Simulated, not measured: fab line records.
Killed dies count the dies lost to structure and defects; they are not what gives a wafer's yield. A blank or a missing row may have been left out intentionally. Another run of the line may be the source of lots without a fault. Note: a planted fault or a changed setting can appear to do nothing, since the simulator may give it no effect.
fab line records || flow gf180mcu || part 2 of 2: steps 27 to 36 of 36
record {"lots": 5, "wafers": 15, "last-day": 33}
route steps=602 shown M4@466 V4@476
lots that met no fault: taken from a fault-free run of the same line
start-h: hours from the record's opening day to when the first of the lot's shown wafers began || wait-h: hours from the lot's prior step to this one || " as in the row above || L1.1+2: several wafers, shown together as one row || - no value, or no start given || * or withheld: withheld || < > ~ a bound
route shown NAME@n: NAME is a module with steps in the file, n the number in the route of the first one || usual: mean/standard deviation taken from wafers without a fault || same: alike in all rows || chamber/n: place in a boat || sites: the reading at each site || _std_site: standard deviation of those values || _edge_site: inner sites' mean taken away from outer sites' mean || radius-mm: how far each site lies from the wafer's centre || mask NAME#n: copy n || behind: the last tool/chamber to shape the wafer || hold: the reason the lot was held/the length of the hold in hours/how it ended || device: the n, p or np transistor that did not switch || end of line: at the end of the route, the tests of the same wafers || for a step that has no rows: nothing shown but its recipe || killed: at the first sort, the dies lost to defects and structure; wafer yield is something else || map: a wafer's dies, x killed, . not, _ none there
set.NAME: the run value of the setting; set.NAME@STEP: its run value at that earlier step || model.NAME: the simulator's own value behind a step, which no gauge read
lots seen at some steps along the route; tables by step, rows by wafer
services: the hour from which a tool's chamber was out of use, counted from the record's first day as start-h (under 0 if before that day), plus the number of hours and why
## steps
# step GF_V4_ETCH_16
# recipe {"chemistry": "N2/H2", "target-depth-a": "withheld", "overetch-a": "withheld", "time-s": "withheld", "target": "BARC", "ion-energy-ev": 200, "source-w": 500, "bias-w": 100, "pressure-mtorr": 30, "n2-flow-sccm": 100, "h2-flow-sccm": 200}
# usual {"drypump-motor-current-A": "5.8/0.5", "n2-flow-sccm": "100.01/0.3", "oes-product-au": "0.855/0.0047", "throttle-valve-pct": "13.225/0.0093"}
{"lot.wafer": "L074.3", "tool": "rie-diel-01", "chamber": 0, "start-h": 560.88, "wait-h": 0.0, "drypump-motor-current-A": 6.0, "n2-flow-sccm": 99.80, "oes-product-au": 0.854, "throttle-valve-pct": 13.214}
{"lot.wafer": "L074.4", "tool": "rie-diel-01", "chamber": 1, "start-h": 560.88, "wait-h": 0.0, "drypump-motor-current-A": 5.6, "n2-flow-sccm": 99.89, "oes-product-au": 0.865, "throttle-valve-pct": 13.209}
{"lot.wafer": "L074.5", "tool": "rie-diel-01", "chamber": 2, "start-h": 560.88, "wait-h": 0.0, "drypump-motor-current-A": 5.9, "n2-flow-sccm": 99.75, "oes-product-au": 0.855, "throttle-valve-pct": 13.217}
{"lot.wafer": "L086.2", "tool": "rie-diel-03", "chamber": 3, "start-h": 664.86, "wait-h": 0.0, "drypump-motor-current-A": 6.1, "n2-flow-sccm": 99.37, "oes-product-au": 0.856, "throttle-valve-pct": 13.230}
{"lot.wafer": "L086.3", "tool": "rie-diel-03", "chamber": 2, "start-h": 664.86, "wait-h": 0.0, "drypump-motor-current-A": 5.7, "n2-flow-sccm": 100.37, "oes-product-au": 0.855, "throttle-valve-pct": 13.237}
{"lot.wafer": "L086.6", "tool": "rie-diel-03", "chamber": 3, "start-h": 664.86, "wait-h": 0.0, "drypump-motor-current-A": 6.1, "n2-flow-sccm": 99.48, "oes-product-au": 0.852, "throttle-valve-pct": 13.235}
{"lot.wafer": "L089.3", "tool": "rie-diel-03", "chamber": 3, "start-h": 680.03, "wait-h": 0.0, "drypump-motor-current-A": 6.1, "n2-flow-sccm": 100.08, "oes-product-au": 0.860, "throttle-valve-pct": 13.220}
{"lot.wafer": "L089.4", "tool": "rie-diel-03", "chamber": 0, "start-h": 680.03, "wait-h": 0.0, "drypump-motor-current-A": 4.8, "n2-flow-sccm": 99.62, "oes-product-au": 0.860, "throttle-valve-pct": 13.239}
{"lot.wafer": "L089.5", "tool": "rie-diel-03", "chamber": 3, "start-h": 680.03, "wait-h": 0.0, "drypump-motor-current-A": 6.1, "n2-flow-sccm": 99.97, "oes-product-au": 0.851, "throttle-valve-pct": 13.221}
{"lot.wafer": "L090.1", "tool": "rie-diel-04", "chamber": 0, "start-h": 684.52, "wait-h": 0.0, "drypump-motor-current-A": 6.7, "n2-flow-sccm": 99.43, "oes-product-au": 0.858, "throttle-valve-pct": 13.214}
{"lot.wafer": "L090.3", "tool": "rie-diel-04", "chamber": 2, "start-h": 684.52, "wait-h": 0.0, "drypump-motor-current-A": 5.8, "n2-flow-sccm": 100.57, "oes-product-au": 0.854, "throttle-valve-pct": 13.222}
{"lot.wafer": "L090.4", "tool": "rie-diel-04", "chamber": 1, "start-h": 684.52, "wait-h": 0.0, "drypump-motor-current-A": 5.7, "n2-flow-sccm": 99.96, "oes-product-au": 0.857, "throttle-valve-pct": 13.226}
{"lot.wafer": "L094.1", "tool": "rie-diel-04", "chamber": 1, "start-h": 708.08, "wait-h": 0.0, "drypump-motor-current-A": 5.7, "n2-flow-sccm": 100.00, "oes-product-au": 0.848, "throttle-valve-pct": 13.209}
{"lot.wafer": "L094.3", "tool": "rie-diel-04", "chamber": 2, "start-h": 708.08, "wait-h": 0.0, "drypump-motor-current-A": 5.9, "n2-flow-sccm": 99.97, "oes-product-au": 0.861, "throttle-valve-pct": 13.229}
{"lot.wafer": "L094.4", "tool": "rie-diel-04", "chamber": 3, "start-h": 708.08, "wait-h": 0.0, "drypump-motor-current-A": 5.2, "n2-flow-sccm": 99.75, "oes-product-au": 0.853, "throttle-valve-pct": 13.228}
# step GF_V4_ETCH_17
# recipe {"chemistry": "C4F8/O2/Ar", "mask-material": "KrF", "target": "SiO2", "stop-on": "TiN", "source-w": 1500, "bias-w": 1200, "pressure-mtorr": 40, "c4f8-flow-sccm": "withheld", "O2_flow_sccm": 6, "Ar_flow_sccm": 300, "time-s": "withheld", "target-depth-a": 6300}
# usual {"oes-product-au": "0.855/0.0047"}
{"lot.wafer": "L074.3", "tool": "rie-diel-01", "chamber": 0, "start-h": "-", "wait-h": "-", "oes-product-au": 0.859}
{"lot.wafer": "L074.4", "tool": "rie-diel-01", "chamber": 1, "start-h": "-", "wait-h": "-", "oes-product-au": 0.854}
{"lot.wafer": "L074.5", "tool": "rie-diel-01", "chamber": 2, "start-h": "-", "wait-h": "-", "oes-product-au": 0.852}
{"lot.wafer": "L086.2", "tool": "rie-diel-03", "chamber": 3, "start-h": "-", "wait-h": "-", "oes-product-au": 0.860}
{"lot.wafer": "L086.3", "tool": "rie-diel-03", "chamber": 2, "start-h": "-", "wait-h": "-", "oes-product-au": 0.846}
{"lot.wafer": "L086.6", "tool": "rie-diel-03", "chamber": 3, "start-h": "-", "wait-h": "-", "oes-product-au": 0.852}
{"lot.wafer": "L089.3", "tool": "rie-diel-03", "chamber": 3, "start-h": "-", "wait-h": "-", "oes-product-au": 0.859}
{"lot.wafer": "L089.4", "tool": "rie-diel-03", "chamber": 0, "start-h": "-", "wait-h": "-", "oes-product-au": 0.857}
{"lot.wafer": "L089.5", "tool": "rie-diel-03", "chamber": 3, "start-h": "-", "wait-h": "-", "oes-product-au": 0.855}
{"lot.wafer": "L090.1", "tool": "rie-diel-04", "chamber": 0, "start-h": "-", "wait-h": "-", "oes-product-au": 0.850}
{"lot.wafer": "L090.3", "tool": "rie-diel-04", "chamber": 2, "start-h": "-", "wait-h": "-", "oes-product-au": 0.861}
{"lot.wafer": "L090.4", "tool": "rie-diel-04", "chamber": 1, "start-h": "-", "wait-h": "-", "oes-product-au": 0.850}
{"lot.wafer": "L094.1", "tool": "rie-diel-04", "chamber": 1, "start-h": "-", "wait-h": "-", "oes-product-au": 0.843}
{"lot.wafer": "L094.3", "tool": "rie-diel-04", "chamber": 2, "start-h": "-", "wait-h": "-", "oes-product-au": 0.859}
{"lot.wafer": "L094.4", "tool": "rie-diel-04", "chamber": 3, "start-h": "-", "wait-h": "-", "oes-product-au": 0.858}
# step GF_V4_STRIP_18
# recipe {"chemistry": "O2/N2", "power-w": 1400, "pressure-mtorr": 1500, "platen-temp-c": 250, "o2-flow-sccm": 3000, "n2-flow-sccm": 300, "overash-fraction": 0.5}
# usual {"drypump-motor-current-A": "5.6/0.38", "heater-power-w": "348/25", "n2-flow-sccm": "300.0/0.83", "oes-product-au": "0.592/0.0054"}
{"lot.wafer": "L074.3", "tool": "plasma-asher-03", "chamber": 0, "start-h": 561.04, "wait-h": "-", "drypump-motor-current-A": 5.4, "heater-power-w": 353, "n2-flow-sccm": 300.8, "oes-product-au": 0.589, "rf-hours-counter-h": "-"}
{"lot.wafer": "L074.4", "tool": "plasma-asher-03", "chamber": 1, "start-h": 561.04, "wait-h": "-", "drypump-motor-current-A": 5.7, "heater-power-w": 308, "n2-flow-sccm": 300.7, "oes-product-au": 0.593, "rf-hours-counter-h": "-"}
{"lot.wafer": "L074.5", "tool": "plasma-asher-03", "chamber": 0, "start-h": 561.04, "wait-h": "-", "drypump-motor-current-A": 5.5, "heater-power-w": 360, "n2-flow-sccm": 300.8, "oes-product-au": 0.597, "rf-hours-counter-h": "-"}
{"lot.wafer": "L086.2", "tool": "plasma-asher-02", "chamber": 1, "start-h": 664.99, "wait-h": "-", "drypump-motor-current-A": 5.2, "heater-power-w": 364, "n2-flow-sccm": 300.6, "oes-product-au": 0.586, "rf-hours-counter-h": 91}
{"lot.wafer": "L086.3", "tool": "plasma-asher-02", "chamber": 0, "start-h": 664.99, "wait-h": "-", "drypump-motor-current-A": 5.6, "heater-power-w": 370, "n2-flow-sccm": 299.8, "oes-product-au": 0.598, "rf-hours-counter-h": "-"}
{"lot.wafer": "L086.6", "tool": "plasma-asher-02", "chamber": 1, "start-h": 664.99, "wait-h": "-", "drypump-motor-current-A": 5.2, "heater-power-w": 363, "n2-flow-sccm": 298.7, "oes-product-au": 0.594, "rf-hours-counter-h": "-"}
{"lot.wafer": "L089.3", "tool": "plasma-asher-03", "chamber": 0, "start-h": 680.19, "wait-h": "-", "drypump-motor-current-A": 5.4, "heater-power-w": 362, "n2-flow-sccm": 300.0, "oes-product-au": 0.598, "rf-hours-counter-h": "-"}
{"lot.wafer": "L089.4", "tool": "plasma-asher-03", "chamber": 1, "start-h": 680.19, "wait-h": "-", "drypump-motor-current-A": 5.7, "heater-power-w": 301, "n2-flow-sccm": 300.3, "oes-product-au": 0.593, "rf-hours-counter-h": "-"}
{"lot.wafer": "L089.5", "tool": "plasma-asher-03", "chamber": 0, "start-h": 680.19, "wait-h": "-", "drypump-motor-current-A": 5.4, "heater-power-w": 356, "n2-flow-sccm": 300.0, "oes-product-au": 0.591, "rf-hours-counter-h": "-"}
{"lot.wafer": "L090.1", "tool": "plasma-asher-04", "chamber": 1, "start-h": 684.65, "wait-h": "-", "drypump-motor-current-A": 5.5, "heater-power-w": 320, "n2-flow-sccm": 300.8, "oes-product-au": 0.600, "rf-hours-counter-h": 26}
{"lot.wafer": "L090.3", "tool": "plasma-asher-04", "chamber": 0, "start-h": 684.65, "wait-h": "-", "drypump-motor-current-A": 6.5, "heater-power-w": 377, "n2-flow-sccm": 301.6, "oes-product-au": 0.605, "rf-hours-counter-h": "-"}
{"lot.wafer": "L090.4", "tool": "plasma-asher-04", "chamber": 1, "start-h": 684.65, "wait-h": "-", "drypump-motor-current-A": 5.5, "heater-power-w": 337, "n2-flow-sccm": 298.9, "oes-product-au": 0.606, "rf-hours-counter-h": "-"}
{"lot.wafer": "L094.1", "tool": "plasma-asher-03", "chamber": 1, "start-h": 708.21, "wait-h": "-", "drypump-motor-current-A": 5.7, "heater-power-w": 309, "n2-flow-sccm": 298.4, "oes-product-au": 0.598, "rf-hours-counter-h": 63}
{"lot.wafer": "L094.3", "tool": "plasma-asher-03", "chamber": 0, "start-h": 708.21, "wait-h": "-", "drypump-motor-current-A": 5.4, "heater-power-w": 359, "n2-flow-sccm": 300.4, "oes-product-au": 0.598, "rf-hours-counter-h": "-"}
{"lot.wafer": "L094.4", "tool": "plasma-asher-03", "chamber": 1, "start-h": 708.21, "wait-h": "-", "drypump-motor-current-A": 5.7, "heater-power-w": 304, "n2-flow-sccm": 299.8, "oes-product-au": 0.593, "rf-hours-counter-h": "-"}
# step GF_V4_STRIP_19
# recipe {"chemistry": "post-etch-residue-remover", "time-s": 1200, "temp-c": 72.5}
{"lot.wafer": "L074.3+4+5", "tool": "wet-bench-01", "chamber": 0, "start-h": 561.10, "wait-h": 0.0}
{"lot.wafer": "L086.2+3+6", "tool": "wet-bench-01", "chamber": 0, "start-h": 665.09, "wait-h": 0.1}
{"lot.wafer": "L089.3+4+5", "tool": "wet-bench-04", "chamber": 1, "start-h": 680.26, "wait-h": 0.0}
{"lot.wafer": "L090.1+3+4", "tool": "wet-bench-02", "chamber": 1, "start-h": 684.75, "wait-h": 0.1}
{"lot.wafer": "L094.1+3+4", "tool": "wet-bench-01", "chamber": 2, "start-h": 708.31, "wait-h": 0.1}
# step GF_V4_CLEAN_20
# recipe {"chemistry": "DIW", "dry": "n2-spin"}
{"lot.wafer": "L074.3+4+5", "tool": "wet-bench-02", "chamber": 3, "start-h": 561.51, "wait-h": 0.0}
{"lot.wafer": "L086.2+3+6", "tool": "wet-bench-02", "chamber": 0, "start-h": 665.47, "wait-h": 0.0}
{"lot.wafer": "L089.3+4+5", "tool": "wet-bench-02", "chamber": 1, "start-h": 680.60, "wait-h": 0.0}
{"lot.wafer": "L090.1+3+4", "tool": "wet-bench-02", "chamber": 0, "start-h": 685.09, "wait-h": 0.0}
{"lot.wafer": "L094.1+3+4", "tool": "wet-bench-02", "chamber": 2, "start-h": 708.65, "wait-h": 0.0}
# step GF_V4_SPUTTER_21
# recipe {"material": "Ti", "target-thk-nm": 15, "chamber-pressure-pa": 5, "power-w": 2500, "substrate-temp-c": 200, "time-s": 80.02}
# usual {"throttle-valve-pct": "29.9/0.43"}
{"lot.wafer": "L074.3", "tool": "pvd-sputter-02", "chamber": "-", "start-h": 561.69, "wait-h": 0.0, "throttle-valve-pct": 29.2}
{"lot.wafer": "L074.4", "tool": "pvd-sputter-02", "chamber": "-", "start-h": 561.69, "wait-h": 0.0, "throttle-valve-pct": 29.6}
{"lot.wafer": "L074.5", "tool": "pvd-sputter-02", "chamber": "-", "start-h": 561.69, "wait-h": 0.0, "throttle-valve-pct": 29.2}
{"lot.wafer": "L086.2", "tool": "pvd-sputter-01", "chamber": "-", "start-h": 665.56, "wait-h": 0.0, "throttle-valve-pct": 30.0}
{"lot.wafer": "L086.3", "tool": "pvd-sputter-01", "chamber": "-", "start-h": 665.56, "wait-h": 0.0, "throttle-valve-pct": 30.0}
{"lot.wafer": "L086.6", "tool": "pvd-sputter-01", "chamber": "-", "start-h": 665.56, "wait-h": 0.0, "throttle-valve-pct": 29.8}
{"lot.wafer": "L089.3", "tool": "pvd-sputter-02", "chamber": "-", "start-h": 680.69, "wait-h": 0.0, "throttle-valve-pct": 30.1}
{"lot.wafer": "L089.4", "tool": "pvd-sputter-02", "chamber": "-", "start-h": 680.69, "wait-h": 0.0, "throttle-valve-pct": 29.2}
{"lot.wafer": "L089.5", "tool": "pvd-sputter-02", "chamber": "-", "start-h": 680.69, "wait-h": 0.0, "throttle-valve-pct": 29.4}
{"lot.wafer": "L090.1", "tool": "pvd-sputter-01", "chamber": "-", "start-h": 685.19, "wait-h": 0.0, "throttle-valve-pct": 30.0}
{"lot.wafer": "L090.3", "tool": "pvd-sputter-01", "chamber": "-", "start-h": 685.19, "wait-h": 0.0, "throttle-valve-pct": 29.8}
{"lot.wafer": "L090.4", "tool": "pvd-sputter-01", "chamber": "-", "start-h": 685.19, "wait-h": 0.0, "throttle-valve-pct": 29.7}
{"lot.wafer": "L094.1", "tool": "pvd-sputter-02", "chamber": "-", "start-h": 708.75, "wait-h": 0.0, "throttle-valve-pct": 29.4}
{"lot.wafer": "L094.3", "tool": "pvd-sputter-02", "chamber": "-", "start-h": 708.75, "wait-h": 0.0, "throttle-valve-pct": 29.2}
{"lot.wafer": "L094.4", "tool": "pvd-sputter-02", "chamber": "-", "start-h": 708.75, "wait-h": 0.0, "throttle-valve-pct": 30.0}
# step GF_V4_SPUTTER_22
# recipe {"material": "TiN", "target-thk-nm": 10, "chamber-pressure-pa": 5, "power-w": 4000, "time-s": 40}
# usual {"throttle-valve-pct": "29.9/0.43"}
{"lot.wafer": "L074.3", "tool": "pvd-sputter-02", "chamber": "-", "start-h": 561.76, "wait-h": 0.0, "throttle-valve-pct": 29.5}
{"lot.wafer": "L074.4", "tool": "pvd-sputter-02", "chamber": "-", "start-h": 561.76, "wait-h": 0.0, "throttle-valve-pct": 29.3}
{"lot.wafer": "L074.5", "tool": "pvd-sputter-02", "chamber": "-", "start-h": 561.76, "wait-h": 0.0, "throttle-valve-pct": 29.3}
{"lot.wafer": "L086.2", "tool": "pvd-sputter-01", "chamber": "-", "start-h": 665.62, "wait-h": 0.0, "throttle-valve-pct": 29.8}
{"lot.wafer": "L086.3", "tool": "pvd-sputter-01", "chamber": "-", "start-h": 665.62, "wait-h": 0.0, "throttle-valve-pct": 29.8}
{"lot.wafer": "L086.6", "tool": "pvd-sputter-01", "chamber": "-", "start-h": 665.62, "wait-h": 0.0, "throttle-valve-pct": 30.1}
{"lot.wafer": "L089.3", "tool": "pvd-sputter-02", "chamber": "-", "start-h": 680.75, "wait-h": 0.0, "throttle-valve-pct": 30.0}
{"lot.wafer": "L089.4", "tool": "pvd-sputter-02", "chamber": "-", "start-h": 680.75, "wait-h": 0.0, "throttle-valve-pct": 29.3}
{"lot.wafer": "L089.5", "tool": "pvd-sputter-02", "chamber": "-", "start-h": 680.75, "wait-h": 0.0, "throttle-valve-pct": 29.3}
{"lot.wafer": "L090.1", "tool": "pvd-sputter-01", "chamber": "-", "start-h": 685.25, "wait-h": 0.0, "throttle-valve-pct": 30.3}
{"lot.wafer": "L090.3", "tool": "pvd-sputter-01", "chamber": "-", "start-h": 685.25, "wait-h": 0.0, "throttle-valve-pct": 30.0}
{"lot.wafer": "L090.4", "tool": "pvd-sputter-01", "chamber": "-", "start-h": 685.25, "wait-h": 0.0, "throttle-valve-pct": 29.9}
{"lot.wafer": "L094.1", "tool": "pvd-sputter-02", "chamber": "-", "start-h": 708.81, "wait-h": 0.0, "throttle-valve-pct": 29.2}
{"lot.wafer": "L094.3", "tool": "pvd-sputter-02", "chamber": "-", "start-h": 708.81, "wait-h": 0.0, "throttle-valve-pct": 29.2}
{"lot.wafer": "L094.4", "tool": "pvd-sputter-02", "chamber": "-", "start-h": 708.81, "wait-h": 0.0, "throttle-valve-pct": 29.9}
# step GF_V4_CVD_23
# recipe {"material": "W", "target-thk-nm": 350, "time-s": 104.9, "temp-c": 400, "pressure-torr": 40}
# usual {"heater-power-w": "1000/110"}
{"lot.wafer": "L074.3", "tool": "cvd-w-02", "chamber": 0, "start-h": 561.83, "wait-h": 0.1, "heater-power-w": 931}
{"lot.wafer": "L074.4", "tool": "cvd-w-02", "chamber": 1, "start-h": 561.83, "wait-h": 0.1, "heater-power-w": 1139}
{"lot.wafer": "L074.5", "tool": "cvd-w-02", "chamber": 1, "start-h": 561.83, "wait-h": 0.1, "heater-power-w": 1138}
{"lot.wafer": "L086.2", "tool": "cvd-w-02", "chamber": 1, "start-h": 665.66, "wait-h": 0.0, "heater-power-w": 1159}
{"lot.wafer": "L086.3", "tool": "cvd-w-02", "chamber": 0, "start-h": 665.66, "wait-h": 0.0, "heater-power-w": 958}
{"lot.wafer": "L086.6", "tool": "cvd-w-02", "chamber": 0, "start-h": 665.66, "wait-h": 0.0, "heater-power-w": 950}
{"lot.wafer": "L089.3", "tool": "cvd-w-02", "chamber": 1, "start-h": 680.83, "wait-h": 0.1, "heater-power-w": 1127}
{"lot.wafer": "L089.4", "tool": "cvd-w-02", "chamber": 0, "start-h": 680.83, "wait-h": 0.1, "heater-power-w": 948}
{"lot.wafer": "L089.5", "tool": "cvd-w-02", "chamber": 1, "start-h": 680.83, "wait-h": 0.1, "heater-power-w": 1147}
{"lot.wafer": "L090.1", "tool": "cvd-w-01", "chamber": 1, "start-h": 685.29, "wait-h": 0.0, "heater-power-w": 932}
{"lot.wafer": "L090.3", "tool": "cvd-w-01", "chamber": 0, "start-h": 685.29, "wait-h": 0.0, "heater-power-w": 868}
{"lot.wafer": "L090.4", "tool": "cvd-w-01", "chamber": 1, "start-h": 685.29, "wait-h": 0.0, "heater-power-w": 927}
{"lot.wafer": "L094.1", "tool": "cvd-w-02", "chamber": 0, "start-h": 708.85, "wait-h": 0.0, "heater-power-w": 957}
{"lot.wafer": "L094.3", "tool": "cvd-w-02", "chamber": 0, "start-h": 708.85, "wait-h": 0.0, "heater-power-w": 943}
{"lot.wafer": "L094.4", "tool": "cvd-w-02", "chamber": 1, "start-h": 708.85, "wait-h": 0.0, "heater-power-w": 1151}
# step GF_V4_RS_MEAS_24
# recipe {"thk-meas-gauge": "four-point-probe", "reads": "W_of_V4_CVD_23+TiN_of_V4_SPUTTER_22+Ti_of_V4_SPUTTER_21"}
# usual {"V4_W_RS": "0.326/0.0033"}
{"lot.wafer": "L074.3", "tool": "film-metro-02", "chamber": "-", "start-h": 561.95, "wait-h": 0.1, "V4_W_RS[ohm/sq]": 0.325}
{"lot.wafer": "L074.4", "tool": "film-metro-02", "chamber": "-", "start-h": 561.95, "wait-h": 0.1, "V4_W_RS[ohm/sq]": 0.327}
{"lot.wafer": "L074.5", "tool": "film-metro-02", "chamber": "-", "start-h": 561.95, "wait-h": 0.1, "V4_W_RS[ohm/sq]": 0.325}
{"lot.wafer": "L086.2", "tool": "film-metro-01", "chamber": "-", "start-h": 665.79, "wait-h": 0.1, "V4_W_RS[ohm/sq]": 0.328}
{"lot.wafer": "L086.3", "tool": "film-metro-01", "chamber": "-", "start-h": 665.79, "wait-h": 0.1, "V4_W_RS[ohm/sq]": 0.330}
{"lot.wafer": "L086.6", "tool": "film-metro-01", "chamber": "-", "start-h": 665.79, "wait-h": 0.1, "V4_W_RS[ohm/sq]": 0.327}
{"lot.wafer": "L089.3", "tool": "film-metro-02", "chamber": "-", "start-h": 680.95, "wait-h": 0.1, "V4_W_RS[ohm/sq]": 0.331}
{"lot.wafer": "L089.4", "tool": "film-metro-02", "chamber": "-", "start-h": 680.95, "wait-h": 0.1, "V4_W_RS[ohm/sq]": 0.332}
{"lot.wafer": "L089.5", "tool": "film-metro-02", "chamber": "-", "start-h": 680.95, "wait-h": 0.1, "V4_W_RS[ohm/sq]": 0.326}
{"lot.wafer": "L090.1", "tool": "film-metro-04", "chamber": "-", "start-h": 685.40, "wait-h": 0.1, "V4_W_RS[ohm/sq]": 0.327}
{"lot.wafer": "L090.3", "tool": "film-metro-04", "chamber": "-", "start-h": 685.40, "wait-h": 0.1, "V4_W_RS[ohm/sq]": 0.323}
{"lot.wafer": "L090.4", "tool": "film-metro-04", "chamber": "-", "start-h": 685.40, "wait-h": 0.1, "V4_W_RS[ohm/sq]": 0.327}
{"lot.wafer": "L094.1", "tool": "film-metro-02", "chamber": "-", "start-h": 708.96, "wait-h": 0.1, "V4_W_RS[ohm/sq]": 0.327}
{"lot.wafer": "L094.3", "tool": "film-metro-02", "chamber": "-", "start-h": 708.96, "wait-h": 0.1, "V4_W_RS[ohm/sq]": 0.324}
{"lot.wafer": "L094.4", "tool": "film-metro-02", "chamber": "-", "start-h": 708.96, "wait-h": 0.1, "V4_W_RS[ohm/sq]": 0.324}
# step GF_V4_THK_MEAS_25
# recipe {"thk-meas-gauge": "xrf", "reads": "W_of_V4_CVD_23"}
# usual {"V4_W_THK": "341/4.9"}
{"lot.wafer": "L074.3", "tool": "film-metro-02", "chamber": "-", "start-h": 562.05, "wait-h": 0.1, "V4_W_THK[nm]": 342}
{"lot.wafer": "L074.4", "tool": "film-metro-02", "chamber": "-", "start-h": 562.05, "wait-h": 0.1, "V4_W_THK[nm]": 339}
{"lot.wafer": "L074.5", "tool": "film-metro-02", "chamber": "-", "start-h": 562.05, "wait-h": 0.1, "V4_W_THK[nm]": 343}
{"lot.wafer": "L086.2", "tool": "film-metro-01", "chamber": "-", "start-h": 665.90, "wait-h": 0.1, "V4_W_THK[nm]": 332}
{"lot.wafer": "L086.3", "tool": "film-metro-01", "chamber": "-", "start-h": 665.90, "wait-h": 0.1, "V4_W_THK[nm]": 332}
{"lot.wafer": "L086.6", "tool": "film-metro-01", "chamber": "-", "start-h": 665.90, "wait-h": 0.1, "V4_W_THK[nm]": 332}
{"lot.wafer": "L089.3", "tool": "film-metro-02", "chamber": "-", "start-h": 681.05, "wait-h": 0.1, "V4_W_THK[nm]": 336}
{"lot.wafer": "L089.4", "tool": "film-metro-02", "chamber": "-", "start-h": 681.05, "wait-h": 0.1, "V4_W_THK[nm]": 334}
{"lot.wafer": "L089.5", "tool": "film-metro-02", "chamber": "-", "start-h": 681.05, "wait-h": 0.1, "V4_W_THK[nm]": 337}
{"lot.wafer": "L090.1", "tool": "film-metro-04", "chamber": "-", "start-h": 685.52, "wait-h": 0.1, "V4_W_THK[nm]": 341}
{"lot.wafer": "L090.3", "tool": "film-metro-04", "chamber": "-", "start-h": 685.52, "wait-h": 0.1, "V4_W_THK[nm]": 344}
{"lot.wafer": "L090.4", "tool": "film-metro-04", "chamber": "-", "start-h": 685.52, "wait-h": 0.1, "V4_W_THK[nm]": 342}
{"lot.wafer": "L094.1", "tool": "film-metro-02", "chamber": "-", "start-h": 709.08, "wait-h": 0.1, "V4_W_THK[nm]": 344}
{"lot.wafer": "L094.3", "tool": "film-metro-02", "chamber": "-", "start-h": 709.08, "wait-h": 0.1, "V4_W_THK[nm]": 345}
{"lot.wafer": "L094.4", "tool": "film-metro-02", "chamber": "-", "start-h": 709.08, "wait-h": 0.1, "V4_W_THK[nm]": 345}
## services
{"tool": "cvd-w-02", "chamber": "-", "start-h": 505.60, "hours": 17.2, "kind": "repair"}
{"tool": "wet-bench-02", "chamber": "-", "start-h": 509.27, "hours": 2.2, "kind": "repair"}
{"tool": "wet-bench-02", "chamber": "-", "start-h": 523.37, "hours": 8.3, "kind": "repair"}
{"tool": "pvd-sputter-01", "chamber": "-", "start-h": 526.01, "hours": 9.5, "kind": "repair"}
{"tool": "krf-scanner-01", "chamber": "-", "start-h": 528.24, "hours": 0.8, "kind": "pm"}
{"tool": "krf-scanner-01", "chamber": "-", "start-h": 530.16, "hours": 1.0, "kind": "pm"}
{"tool": "krf-scanner-01", "chamber": "-", "start-h": 534.24, "hours": 3.6, "kind": "pm"}
{"tool": "rie-diel-03", "chamber": "-", "start-h": 536.86, "hours": 2.8, "kind": "pm"}
{"tool": "krf-scanner-02", "chamber": "-", "start-h": 537.80, "hours": 1.3, "kind": "pm"}
{"tool": "hdpcvd-02", "chamber": "-", "start-h": 551.87, "hours": 3.8, "kind": "repair"}
{"tool": "wet-bench-03", "chamber": "-", "start-h": 557.56, "hours": 3.5, "kind": "repair"}
{"tool": "krf-scanner-01", "chamber": "-", "start-h": 559.08, "hours": 1.3, "kind": "pm"}
{"tool": "rie-diel-03", "chamber": 3, "start-h": 559.38, "hours": 7.9, "kind": "repair"}
{"tool": "wet-bench-03", "chamber": "-", "start-h": 560.53, "hours": 3.2, "kind": "repair"}
{"tool": "krf-scanner-01", "chamber": "-", "start-h": 564.03, "hours": 0.8, "kind": "pm"}
{"tool": "krf-scanner-01", "chamber": "-", "start-h": 564.78, "hours": 6.0, "kind": "pm"}
{"tool": "plasma-asher-04", "chamber": "-", "start-h": 566.91, "hours": 0.7, "kind": "repair"}
{"tool": "rie-diel-03", "chamber": 0, "start-h": 568.65, "hours": 5.3, "kind": "repair"}
{"tool": "krf-scanner-02", "chamber": "-", "start-h": 570.78, "hours": 0.8, "kind": "pm"}
{"tool": "krf-scanner-02", "chamber": "-", "start-h": 577.57, "hours": 1.8, "kind": "repair"}
{"tool": "pvd-sputter-02", "chamber": "-", "start-h": 640.35, "hours": 9.7, "kind": "repair"}
{"tool": "krf-scanner-01", "chamber": "-", "start-h": 676.35, "hours": 4.0, "kind": "pm"}
{"tool": "krf-scanner-01", "chamber": "-", "start-h": 697.04, "hours": 0.8, "kind": "pm"}
{"tool": "krf-scanner-01", "chamber": "-", "start-h": 699.16, "hours": 1.0, "kind": "pm"}
